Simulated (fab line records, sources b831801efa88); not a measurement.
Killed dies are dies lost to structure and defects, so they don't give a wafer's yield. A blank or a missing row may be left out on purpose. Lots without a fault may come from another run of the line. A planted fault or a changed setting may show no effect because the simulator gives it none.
Which tool did it? | flow gf180mcu | 12 lots, 36 wafers sampled, at 2 steps of a route of 602

WHAT THE GAUGES READ, wafer by wafer
GF_DNWELL_TW_MEAS_09. Usual: DNWELL_TW 1347, standard deviation 17.
lot  | measured    | on            | DNWELL_TW                     | flag
L235 | day 3 11:59 | film_metro-03 | 1338 1338 1337                |
L234 | day 3 12:17 | film_metro-02 | 1359 1356 1356                |
L236 | day 3 15:17 | film_metro-02 | 1364 1357 1357                |
L238 | day 3 20:38 | film_metro-01 | 1352 1355 1350                |
L240 | day 4 08:59 | film_metro-03 | 1338 1327 1333                |
L239 | day 4 09:20 | film_metro-02 | 1372 1368 1367                |
L241 | day 4 12:18 | film_metro-03 | 1332 1338 1331                |
L244 | day 5 04:07 | film_metro-03 | 1329 1333 1335                |
L245 | day 5 11:10 | film_metro-01 | 1344 1349 1333                |
L252 | day 7 01:37 | film_metro-02 | 1546 1550 1560 1547 1548 1535 | OFF
L255 | day 7 15:29 | film_metro-03 | 1507 1508 1507 1503 1501 1505 | OFF
L256 | day 7 20:17 | film_metro-02 | 1378 1378 1382                |

WHICH TOOL RAN EACH LOT (tool, then ch and the chambers of the sampled wafers, then the start)
lot  | GF_DNWELL_IMPLANT_07
L235 | implanter-04 ch 0, day 3 11:44
L234 | implanter-02 ch 0, day 3 12:02
L236 | implanter-03 ch 0, day 3 15:02
L238 | implanter-02 ch 0, day 3 20:23
L240 | implanter-02 ch 0, day 4 08:46
L239 | implanter-03 ch 0, day 4 09:07
L241 | implanter-02 ch 0, day 4 12:05
L244 | implanter-03 ch 0, day 5 03:50
L245 | implanter-03 ch 0, day 5 10:55
L252 | implanter-03 ch 0, day 7 01:22
L255 | implanter-03 ch 0, day 7 15:14
L256 | implanter-04 ch 0, day 7 20:02
- GF_DNWELL_IMPLANT_07

WHAT THE TOOLS THEMSELVES READ (means of the sampled wafers that have a number; where no wafer has one, the mark that the record gives instead)
GF_DNWELL_IMPLANT_07. Usual: dose_ions_cm2 1.0001e+13, standard deviation 1.1e+10; end_station_pressure_torr 5.05e-06 Torr, standard deviation 2.8e-07; faraday_current_uA 56.5, standard deviation 1.2.
lot  | tool         | dose_ions_cm2 | end_station_pressure_torr (Torr) | faraday_current_uA | flag
L235 | implanter-04 | 9.9797e+12    | 4.98e-06                         | 56.4               |
L234 | implanter-02 | 9.9990e+12    | 5.21e-06                         | 56.2               |
L236 | implanter-03 | 1.0000e+13    | 4.98e-06                         | 57.9               |
L238 | implanter-02 | 1.0007e+13    | 5.02e-06                         | 55.8               |
L240 | implanter-02 | 9.9963e+12    | 5.25e-06                         | 56.9               |
L239 | implanter-03 | 1.0002e+13    | 5.19e-06                         | 56.7               |
L241 | implanter-02 | 9.9923e+12    | 5.12e-06                         | 56.2               |
L244 | implanter-03 | 1.0005e+13    | 4.75e-06                         | 55.9               |
L245 | implanter-03 | 9.9960e+12    | 5.16e-06                         | 55.9               |
L252 | implanter-03 | 1.4476e+13    | 5.12e-06                         | 83.1               | OFF
L255 | implanter-03 | 1.4479e+13    | 5.24e-06                         | 82.4               | OFF
L256 | implanter-04 | 1.0014e+13    | 5.23e-06                         | 57.8               |

THE ANSWER, worked out from the rows above alone
Rule: a lot is off if the mean of its wafers that have a number lies more than 3 standard deviations from the usual mean. A lot without any number at a reading at which 4 lots or more have one is off too. The other lots that the step has rows for count as sound. The gauges are gone through in route order, then the tools' own readings, and for those a lot's mean is taken as printed above. The first step at which some lot is off is used, and at that step the reading that is off furthest; a lot without a number counts as furthest.
Off: L252, L255, at GF_DNWELL_TW_MEAS_09 (DNWELL_TW).
A tool fits if, at a process step before that reading, it ran every lot that is off, and no sound lot after the first of them. The gauges at GF_DNWELL_TW_MEAS_09 aren't tried: what is off there is off at GF_DNWELL_IMPLANT_07 too, on other tools, and a gauge's error can't cause that. One fits: implanter-03 at GF_DNWELL_IMPLANT_07. Its last sound lot is L245 (day 5 10:55), its first lot that is off L252 (day 7 01:22): a fault that began between those two fits.
The tool's own readings at GF_DNWELL_IMPLANT_07 bear it out: on the lots that are off they differ by more than 5 times the standard deviation of the sound lots' means. dose_ions_cm2 reads 1.4478e+13 there against 9.9991e+12 on the sound lots; faraday_current_uA reads 82.8 there against 56.6 on the sound lots.

WHAT THE SIMULATOR HAD PUT IN
Process parameter drift: implanter-03, from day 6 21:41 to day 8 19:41, at GF_DNWELL_IMPLANT_07. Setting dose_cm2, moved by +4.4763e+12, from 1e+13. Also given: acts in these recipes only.
Lots struck among those shown: L252, L255. The rule above found the same.
